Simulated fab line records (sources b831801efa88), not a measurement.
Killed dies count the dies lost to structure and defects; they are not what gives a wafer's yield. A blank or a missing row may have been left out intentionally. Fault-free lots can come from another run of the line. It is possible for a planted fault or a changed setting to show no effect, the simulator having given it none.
fab line records	flow sky130
record: lots: 7	wafers: 21	last_day: 50
route steps=708 shown VIA2@509 PAD_OPEN@708
lots with no fault: from the same line, run without faults
start_h: hours from the record's first day to the start of the lot's first wafer shown	wait_h: time in hours since the lot's previous step	" same as the row above	L1.1+2: several wafers, shown together as one row	- value missing, or start not given	* or withheld: withheld	< > ~ a bound
route shown NAME@n: a module of which the file shows steps, and the number in the route of the first	usual: mean/standard deviation taken from wafers without a fault	same: alike in all rows	chamber/n: place in a boat	sites: the reading at each site	_std_site: the values' standard deviation	_edge_site: the outer-site mean with the inner-site mean subtracted	radius_mm: how far each site lies from the wafer's centre	mask NAME#n: copy n	behind: the most recent tool/chamber to have shaped the wafer	hold: the reason the lot was held/the length of the hold in hours/how it ended	device: the transistor (n, p or np) that didn't switch	end of line: at the end of the route, the tests of the same wafers	a step with no rows: only its recipe	killed: dies that structure and defects cost at the first sort, which is not the same as the wafer's yield	map: dies across one wafer; x = killed, . = not, _ = none there
set.NAME: the setting that was run; set.NAME@STEP: the one run at that earlier step	model.NAME: the simulator's own value behind a step, which no gauge read
lots seen at some steps along the route; tables by step, rows by wafer
services: the hour from which a tool's chamber was out of use, counted from the record's first day as start_h (under 0 if before that day), plus the number of hours and why
== steps ==
step: SKY_VIA2_CMP_02
recipe: material: SiO2	down_force_psi: 4	platen_rpm: 60	pad_velocity_m_s: 0.94248
usual: motor_current_A: 12.4/0.9	platen_rpm: 60.00/0.046
lot.wafer	tool	chamber	start_h	wait_h	motor_current_A	platen_rpm
L787.3	cmp-01	3	869.09	0.1	11.8	60.06
L787.2	"	0	"	"	12.0	59.98
L787.4	"	1	"	"	11.5	60.08
L786.1	cmp-01	1	876.76	0.4	11.2	60.06
L786.3	"	2	"	"	12.3	60.00
L786.6	"	3	"	"	12.4	59.99
L791.3	cmp-01	0	901.72	0.1	12.2	59.99
L791.1	"	2	"	"	12.5	59.92
L791.5	"	3	"	"	12.5	59.97
L799.2	cmp-02	3	951.42	0.0	13.6	60.04
L799.4	"	0	"	"	11.7	59.96
L799.1	"	2	"	"	13.6	60.00
L800.3	cmp-02	3	962.64	0.1	14.1	60.04
L800.4	"	0	"	"	11.7	59.96
L800.1	"	1	"	"	10.9	60.04
L801.3	cmp-02	1	965.64	0.2	11.8	60.00
L801.6	"	2	"	"	14.0	59.99
L801.5	"	3	"	"	13.1	59.99
L804.1	cmp-02	3	984.04	0.1	13.4	59.95
L804.3	"	1	"	"	11.0	60.02
L804.6	"	3	"	"	13.5	60.02
step: SKY_VIA2_BOW_MEAS_03
recipe: mode: bow
usual: VIA2_BOW: 86/7.8
lot.wafer	tool	chamber	start_h	wait_h	VIA2_BOW[um]
L787.2	film_metro-02	-	869.36	0.2	73
L787.3	"	-	"	"	91
L787.4	"	-	"	"	93
L786.1	film_metro-03	-	876.96	0.1	86
L786.3	"	-	"	"	84
L786.6	"	-	"	"	77
L791.1	film_metro-02	-	901.97	0.1	81
L791.3	"	-	"	"	88
L791.5	"	-	"	"	84
L799.1	film_metro-01	-	951.72	0.1	88
L799.2	"	-	"	"	83
L799.4	"	-	"	"	83
L800.1	film_metro-02	-	962.89	0.1	83
L800.3	"	-	"	"	81
L800.4	"	-	"	"	87
L801.3	film_metro-01	-	965.83	0.1	85
L801.5	"	-	"	"	96
L801.6	"	-	"	"	78
L804.1	film_metro-02	-	984.34	0.2	75
L804.3	"	-	"	"	72
L804.6	"	-	"	"	81
step: SKY_VIA2_DEHYDRATE_04
recipe: temp_c: 200	time_s: 60
step: SKY_VIA2_HMDS_05
recipe: prime_time_s: 60	prime_temp_c: 120
step: SKY_VIA2_COAT_06
recipe: resist: BARC	temp_c: withheld	time_s: withheld	spin_rpm: 3000	resist_thk_nm: 60
step: SKY_VIA2_COAT_07
recipe: resist: KrF-thick	spin_rpm: 3000	resist_thk_nm: 450
step: SKY_VIA2_SOFTBAKE_08
recipe: temp_c: 100	time_s: 90	resist: KrF-thick
step: SKY_VIA2_EXPOSE_09
recipe: mask_id: VIM2	na: 0.8	source_shape: annular	sigma_inner: 0.55	sigma_outer: 0.85	target_cd_nm: 200	dose_mj: 38
step: SKY_VIA2_PEB_10
recipe: peb_temp_c: withheld	peb_time_s: withheld	resist: KrF-thick
step: SKY_VIA2_DEVELOP_11
recipe: develop_time_s: 60	resist: KrF-thick	dev_temp_c: 21
step: SKY_VIA2_CD_MEAS_12
recipe: target_cd_nm: 200
usual: cd_nm: 200.5/1.5
lot.wafer	tool	chamber	start_h	wait_h	cd_nm
L787.2	cd_sem-01	-	894.85	-	199.4
L787.3	"	-	"	"	199.3
L787.4	"	-	"	"	200.6
L786.1	cd_sem-01	-	902.28	-	199.7
L786.3	"	-	"	"	200.7
L786.6	"	-	"	"	200.7
L791.1	cd_sem-02	-	926.83	-	198.7
L791.3	"	-	"	"	198.1
L791.5	"	-	"	"	200.1
L799.1	cd_sem-02	-	975.58	-	199.1
L799.2	"	-	"	"	198.9
L799.4	"	-	"	"	200.2
L800.1	cd_sem-01	-	986.18	-	199.3
L800.3	"	-	"	"	199.2
L800.4	"	-	"	"	198.6
L801.3	cd_sem-02	-	988.52	-	201.9
L801.5	"	-	"	"	203.8
L801.6	"	-	"	"	201.1
L804.1	cd_sem-02	-	1007.58	-	200.3
L804.3	"	-	"	"	200.9
L804.6	"	-	"	"	199.9
step: SKY_VIA2_OVL_MEAS_13
usual: VIA2_OVL: 0/6
lot.wafer	tool	chamber	start_h	wait_h	VIA2_OVL[nm]
L787.2	overlay-02	-	894.95	0.1	-2
L787.3	"	-	"	"	-6
L787.4	"	-	"	"	-5
L786.1	overlay-01	-	902.40	0.1	0
L786.3	"	-	"	"	7
L786.6	"	-	"	"	-6
L791.1	overlay-02	-	926.95	0.1	3
L791.3	"	-	"	"	-3
L791.5	"	-	"	"	-6
L799.1	overlay-02	-	975.70	0.1	-6
L799.2	"	-	"	"	1
L799.4	"	-	"	"	1
L800.1	overlay-02	-	986.30	0.1	3
L800.3	"	-	"	"	3
L800.4	"	-	"	"	-1
L801.3	overlay-01	-	988.61	0.1	-3
L801.5	"	-	"	"	-1
L801.6	"	-	"	"	-2
L804.1	overlay-01	-	1007.70	0.1	-12
L804.3	"	-	"	"	-5
L804.6	"	-	"	"	1
step: SKY_VIA2_ETCH_14
recipe: chemistry: N2/H2	target: BARC	ion_energy_ev: 200	source_w: 500	bias_w: 100	pressure_mtorr: 30	n2_flow_sccm: 100	h2_flow_sccm: 200	stop_on: SiO2	time_s: 45.9	target_depth_a: 600
usual: bias_w: 99.98/0.25	chamber_pressure_mTorr: 30.003/0.024	drypump_motor_current_A: 5.9/0.47	oes_product_au: 0.855/0.0045	throttle_valve_pct: 13.226/0.0089
lot.wafer	tool	chamber	start_h	wait_h	bias_w	chamber_pressure_mTorr	drypump_motor_current_A	oes_product_au	rf_hours_counter_h	throttle_valve_pct
L787.2	rie_diel-01	3	894.98	0.0	100.20	29.981	5.2	0.848	18	13.249
L787.3	"	2	"	"	100.01	30.016	6.1	0.857	2	13.229
L787.4	"	0	"	"	100.02	30.004	5.8	0.854	15	13.216
L786.1	rie_diel-02	3	902.43	0.0	100.52	29.986	5.2	0.858	10	13.219
L786.3	"	2	"	"	99.95	29.990	6.2	0.853	6	13.236
L786.6	"	0	"	"	100.43	30.066	5.8	0.861	-	13.216
L791.1	rie_diel-01	1	926.99	0.0	99.94	30.010	6.7	0.859	3	13.235
L791.3	"	2	"	"	100.10	29.994	6.1	0.852	2	13.226
L791.5	"	0	"	"	99.86	30.043	5.8	0.844	-	13.239
L799.1	rie_diel-01	2	975.74	0.0	102.23	30.005	6.1	0.852	4	13.220
L799.2	"	3	"	"	102.24	30.019	5.2	0.854	20	13.221
L799.4	"	1	"	"	102.65	29.967	6.7	0.858	4	13.229
L800.1	rie_diel-01	3	986.34	0.0	102.97	30.033	5.2	0.859	21	13.235
L800.3	"	2	"	"	102.42	29.992	6.1	0.855	4	13.221
L800.4	"	1	"	"	102.36	30.006	6.7	0.859	4	13.230
L801.3	rie_diel-01	0	988.63	0.0	102.30	29.960	5.8	0.855	18	13.228
L801.5	"	1	"	"	102.18	30.055	6.7	0.854	-	13.232
L801.6	"	2	"	"	102.43	30.038	6.1	0.857	-	13.228
L804.1	rie_diel-04	1	1007.73	0.0	100.23	30.034	6.1	0.853	9	13.231
L804.3	"	2	"	"	99.94	29.953	5.3	0.863	15	13.227
L804.6	"	2	"	"	99.60	29.954	5.4	0.846	-	13.216
step: SKY_VIA2_ETCH_15
recipe: target: SiO2	chemistry: C4F8/O2/Ar	target_depth_nm: 546	stop_on: TiN	mask_material: KrF-thick	source_w: 1500	bias_w: 1200	pressure_mtorr: 40	c4f8_flow_sccm: withheld	O2_flow_sccm: 6	Ar_flow_sccm: 300	time_s: 84
usual: bias_w: 1200/3.6	chamber_pressure_mTorr: 40.00/0.06	oes_product_au: 0.939/0.0042
lot.wafer	tool	chamber	start_h	wait_h	bias_w	chamber_pressure_mTorr	oes_product_au	rf_hours_counter_h
L787.2	rie_diel-01	3	895.03	0.0	1197	39.96	0.931	18
L787.3	"	2	"	"	1204	39.98	0.938	2
L787.4	"	0	"	"	1199	39.96	0.938	15
L786.1	rie_diel-02	3	902.48	0.0	1195	39.94	0.939	10
L786.3	"	2	"	"	1199	39.96	0.936	6
L786.6	"	0	"	"	1202	39.98	0.934	-
L791.1	rie_diel-01	1	927.03	0.0	1194	40.02	0.939	3
L791.3	"	2	"	"	1199	40.01	0.942	2
L791.5	"	0	"	"	1193	39.97	0.933	-
L799.1	rie_diel-01	2	975.78	0.0	1195	40.07	0.942	4
L799.2	"	3	"	"	1205	39.99	0.936	21
L799.4	"	1	"	"	1198	40.04	0.935	4
L800.1	rie_diel-01	3	986.38	0.0	1200	39.95	0.936	21
L800.3	"	2	"	"	1197	40.01	0.939	4
L800.4	"	1	"	"	1205	40.12	0.938	4
L801.3	rie_diel-01	0	988.68	0.0	1194	40.03	0.938	18
L801.5	"	1	"	"	1197	40.01	0.936	-
L801.6	"	2	"	"	1205	40.01	0.931	-
L804.1	rie_diel-04	1	1007.78	0.0	1197	39.95	0.947	9
L804.3	"	2	"	"	1203	40.05	0.947	15
L804.6	"	2	"	"	1202	40.02	0.940	-
step: SKY_PAD_OPEN_PROBE_99
usual: defect_limited_yield: 82.9/1.8	killed_at_M0_to_M3: 42/7.2	killed_at_M4_up: 3.2/1.8	killed_at_contacts: 24/5.4	killed_at_front_end: 15/4	killed_at_other: 0.3/0.59	killed_dies: 84/9	killed_open: 46/7.1	killed_short: 38/6	sort_bin_3_pad_short: 0.8/0.41	sort_bin_5_function: 10.1/1.3	sort_bin_6_memory: 6.3/1.2	sort_n_pass: 408/9	sort_yield_pct: 82.9/1.8
same: gross_dies: 492	killed_at_back_side: 0	sort_bin_4_leakage[%]: 0	sort_bin_8_speed[%]: 0
lot.wafer	tool	chamber	start_h	wait_h	defect_limited_yield[%]	killed_at_M0_to_M3	killed_at_M4_up	killed_at_contacts	killed_at_front_end	killed_at_other	killed_dies	killed_open	killed_short	sort_bin_3_pad_short[%]	sort_bin_5_function[%]	sort_bin_6_memory[%]	sort_n_pass	sort_yield_pct[%]
L787.2	prober-01	-	1112.28	0.1	83.7	35	2	35	6	2	80	39	40	1.2	11.0	4.1	412	83.7
L787.3	prober-01	-	1112.33	0.2	85.4	41	1	20	10	0	72	34	38	0.6	9.6	4.5	420	85.4
L787.4	prober-01	-	1112.38	0.2	83.3	44	2	26	10	0	82	40	42	1.2	10.6	4.9	410	83.3
L786.1	prober-01	-	1126.78	0.1	81.9	44	2	24	18	1	89	46	42	0.4	11.4	6.3	403	81.9
L786.3	prober-01	-	1126.88	0.2	80.9	40	2	31	20	1	94	49	45	0.8	10.8	7.5	398	80.9
L786.6	prober-01	-	1127.03	0.2	83.3	52	2	18	10	0	82	43	39	1.0	8.7	6.9	410	83.3
L804.1	prober-01	-	1197.27	0.1	83.1	44	5	17	17	0	83	44	39	1.2	8.1	7.5	409	83.1
L804.3	prober-01	-	1197.37	0.2	79.7	42	2	38	18	0	100	49	50	0.8	12.4	7.1	392	79.7
L804.6	prober-01	-	1197.52	0.2	80.9	43	3	33	15	0	94	52	42	1.0	11.8	6.3	398	80.9
killed by level:class
L787.2 LI_CONTACT:geometric_particle:open=11 VIA1:geometric_particle:open=11 CONTACT:geometric_particle:short=7 CONTACT:geometric_particle:open=6 LI_CONTACT:geometric_particle:short=5 LOCAL_INTERCONNECT:geometric_particle:short=5 VIA2:geometric_particle:open=4 VIA1:geometric_particle:short=4
L787.3 VIA3:geometric_particle:open=11 CONTACT:geometric_particle:open=7 METAL2:geometric_particle:short=6 LOCAL_INTERCONNECT:geometric_particle:short=5 METAL1:geometric_particle:short=4 VIA1:geometric_particle:open=4 VIA2:geometric_particle:short=4 FIELD_ISO:geometric_particle:short=3
L787.4 VIA1:geometric_particle:open=10 CONTACT:geometric_particle:open=8 METAL3:geometric_particle:short=7 CONTACT:geometric_particle:short=6 METAL2:geometric_particle:short=6 LI_CONTACT:geometric_particle:open=5 VIA3:geometric_particle:open=5 POLY_GATE:geometric_particle:short=4
L786.1 CONTACT:geometric_particle:open=10 FIELD_ISO:geometric_particle:open=6 VIA1:geometric_particle:open=6 VIA3:geometric_particle:open=6 FIELD_ISO:geometric_particle:short=5 METAL1:geometric_particle:short=5 VIA1:geometric_particle:short=5 METAL3:geometric_particle:short=5
L786.3 CONTACT:geometric_particle:open=12 VIA3:geometric_particle:open=9 FIELD_ISO:geometric_particle:short=7 VIA1:geometric_particle:open=7 CONTACT:geometric_particle:short=6 VIA1:geometric_particle:short=6 LI_CONTACT:geometric_particle:short=5 LI_CONTACT:geometric_particle:open=5
L786.6 VIA1:geometric_particle:short=13 VIA1:geometric_particle:open=12 VIA3:geometric_particle:open=7 CONTACT:geometric_particle:open=6 FIELD_ISO:geometric_particle:open=5 LI_CONTACT:geometric_particle:open=5 CONTACT:geometric_particle:short=4 METAL1:geometric_particle:short=4
L804.1 VIA1:geometric_particle:open=10 VIA3:geometric_particle:open=9 METAL2:geometric_particle:short=7 FIELD_ISO:geometric_particle:open=6 CONTACT:geometric_particle:short=6 FIELD_ISO:geometric_particle:short=5 VIA2:geometric_particle:open=5 LI_CONTACT:geometric_particle:open=5
L804.3 CONTACT:geometric_particle:open=15 VIA1:geometric_particle:open=9 VIA1:geometric_particle:short=7 LI_CONTACT:geometric_particle:short=7 LI_CONTACT:geometric_particle:open=7 METAL2:geometric_particle:short=6 LOCAL_INTERCONNECT:geometric_particle:short=6 VIA2:geometric_particle:open=6
L804.6 LI_CONTACT:geometric_particle:open=10 CONTACT:geometric_particle:open=9 METAL2:geometric_particle:short=8 FIELD_ISO:geometric_particle:open=6 LOCAL_INTERCONNECT:geometric_particle:short=6 VIA1:geometric_particle:open=6 VIA3:geometric_particle:open=6 VIA2:geometric_particle:open=5
== services ==
tool	chamber	start_h	hours	kind
cmp-01	-	853.73	3.5	repair
rie_diel-02	-	860.32	0.8	repair
rie_diel-01	1	865.94	8.9	repair
cmp-01	-	866.12	0.4	repair
rie_diel-02	2	866.85	11.0	repair
rie_diel-04	-	875.76	1.1	repair
cmp-02	-	875.91	3.8	pm
rie_diel-02	2	881.82	2.3	repair
rie_diel-01	-	888.44	1.1	repair
rie_diel-04	-	894.21	2.0	repair
rie_diel-02	2	906.61	9.9	repair
cmp-01	-	912.00	4.0	pm
cmp-01	-	916.00	-	consumable_replace:conditioner
cmp-01	-	916.00	-	consumable_replace:pad
rie_diel-01	0	917.40	4.9	repair
cmp-01	-	933.14	1.4	repair
rie_diel-04	-	936.55	0.6	repair
cmp-01	-	937.93	0.3	repair
cmp-01	-	960.85	6.0	pm
rie_diel-01	0	983.73	2.6	repair
rie_diel-04	3	991.62	8.3	repair
rie_diel-02	1	1001.98	5.6	repair
== key ==
first_sign: step: SKY_VIA2_ETCH_14	reading: bias_w	direction: up	sigmas: 9.9	usual: 99.98	struck: 102.42
effect none on later readings
met_at SKY_VIA2_ETCH_14
struck_wafers L799.1,L799.2,L799.4,L800.1,L800.3,L800.4,L801.3,L801.5,L801.6
rows_end L799.1,L799.2,L799.4,L800.1,L800.3,L800.4,L801.3,L801.5,L801.6
onset_between 926.99 975.74
earlier_fault: kind: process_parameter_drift	tool: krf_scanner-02	chamber: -	onset_h: 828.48	steps: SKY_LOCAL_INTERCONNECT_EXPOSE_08	channel: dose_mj	offset: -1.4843	shape: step	acts_in: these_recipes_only	stated: 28
fault: kind: process_parameter_drift	tool: rie_diel-01	chamber: -	onset_h: 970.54	steps: SKY_VIA2_ETCH_14	channel: bias_w	offset: 2.4075	shape: step	acts_in: these_recipes_only	stated: 100
rows_end: these wafers met a further fault down the route, and their rows from its step on are left out
